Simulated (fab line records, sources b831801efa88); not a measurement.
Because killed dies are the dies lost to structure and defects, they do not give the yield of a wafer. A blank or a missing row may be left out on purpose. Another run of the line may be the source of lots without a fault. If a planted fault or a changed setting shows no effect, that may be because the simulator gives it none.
Comparing a struck lot with a sound one	flow sky130	15 out of 708 route steps
Sound: the wafers L898.2, L898.4, L898.5. The struck wafers were L909.1, L909.2, L909.4. The cause is named last.
Order at every step that has rows: each side's tool, ch and its chambers, its first start. Under that, the readings that differ: sound wafers	struck wafers	difference of the means	sigmas: that difference in standard deviations of wafers without a fault.
alike: readings with means less than 2 such deviations apart, plus words and numbers identical on both sides. not compared: withheld readings, readings lacking a value on some wafer, bounds such as >300 that could conceal the same value, and numbers that have no deviation in the record and whose values overlap.
A row with sigmas, a row that says differs or no value, or rows on one side alone: a step with any of these is where the two part. Non-overlapping numbers with no deviation appear without sigmas and do not part them. A reading missing from all wafers of one side parts the sides only when that side holds two or more wafers.

first, 7 steps without rows for these wafers: SKY_METAL2_HMDS_08 (prime time 60 s); SKY_METAL2_COAT_09 (resist thk 60 nm); SKY_METAL2_COAT_10 (resist thk 450 nm); SKY_METAL2_SOFTBAKE_11 (time 90 s); SKY_METAL2_EXPOSE_12 (exposes mask MM2, target cd 140 nm); SKY_METAL2_PEB_13; SKY_METAL2_DEVELOP_14 (develop time 60 s).
SKY_METAL2_CD_MEAS_15: target cd 140 nm.
  struck on cd_sem-01, day 38 17:03; sound on cd_sem-02, day 35 06:49
  alike: cd_nm
SKY_METAL2_OVL_MEAS_16:
  struck on overlay-02, day 38 17:10; sound on overlay-01, day 35 06:55
  alike: METAL2_OVL
SKY_METAL2_DESCUM_17: chemistry O2, time 8 s.
  sound on rie_metal-01 ch 0, day 35 06:56; struck on rie_metal-01 ch 0,1, day 38 17:13
  alike: drypump_motor_current_A, oes_product_au, temp_c
  not compared: rf_hours_counter_h
SKY_METAL2_ETCH_18: etches BARC in N2/H2, stops on SiO2, time 45.9 s, target depth 60 nm.
  sound on rie_metal-01 ch 0, day 35 06:58; struck on rie_metal-01 ch 0,1, day 38 17:14
  alike: bias_w, drypump_motor_current_A, oes_product_au, throttle_valve_pct
  not compared: rf_hours_counter_h
SKY_METAL2_METAL_ETCH_19: etches the open film in Cl2/BCl3, stops on SiO2, target depth 360 nm, time 78 s.
  sound on rie_metal-01 ch 0, day 35 07:02; struck on rie_metal-01 ch 0,1, day 38 17:18
  alike: bias_w, drypump_motor_current_A, oes_product_au, throttle_valve_pct
  not compared: rf_hours_counter_h
SKY_METAL2_STRIP_20: strips in O2/N2.
  sound on plasma_asher-01 ch 0,1, day 35 07:08; struck on plasma_asher-04 ch 0,1, day 38 17:23
  no value came back on the struck wafers for chamber_pressure_mTorr (mTorr), drypump_motor_current_A (A), oes_product_au (a.u.), strip_time_to_endpoint_s (s); on the sound wafers chamber_pressure_mTorr (mTorr) reads 1499.8 1502.3 1500.0
reading	sound	struck	difference	sigmas
model.KrF-thick_of_METAL2_COAT_10.thk_nm (nm)	0 0 0	158.4 157.4 156.4	+157.4	
  not compared: rf_hours_counter_h
then, 1 step without rows for these wafers: SKY_METAL2_STRIP_21 (strips in post etch residue remover, time 1200 s).
-- the record jumps here: 10 days lie between the struck wafers' starts before and after (it left off in module METAL2 and takes up again in module PAD_OPEN, whose first step shown is number 708 of the route) --
SKY_PAD_OPEN_PROBE_99:
  only the struck wafers here have rows in the record (prober-01, day 48 12:40); the sound ones have none

## WHERE THEY PART
Last at SKY_PAD_OPEN_PROBE_99 as far as this record goes, first at SKY_METAL2_STRIP_20.

WHY: what had been put in by the simulator
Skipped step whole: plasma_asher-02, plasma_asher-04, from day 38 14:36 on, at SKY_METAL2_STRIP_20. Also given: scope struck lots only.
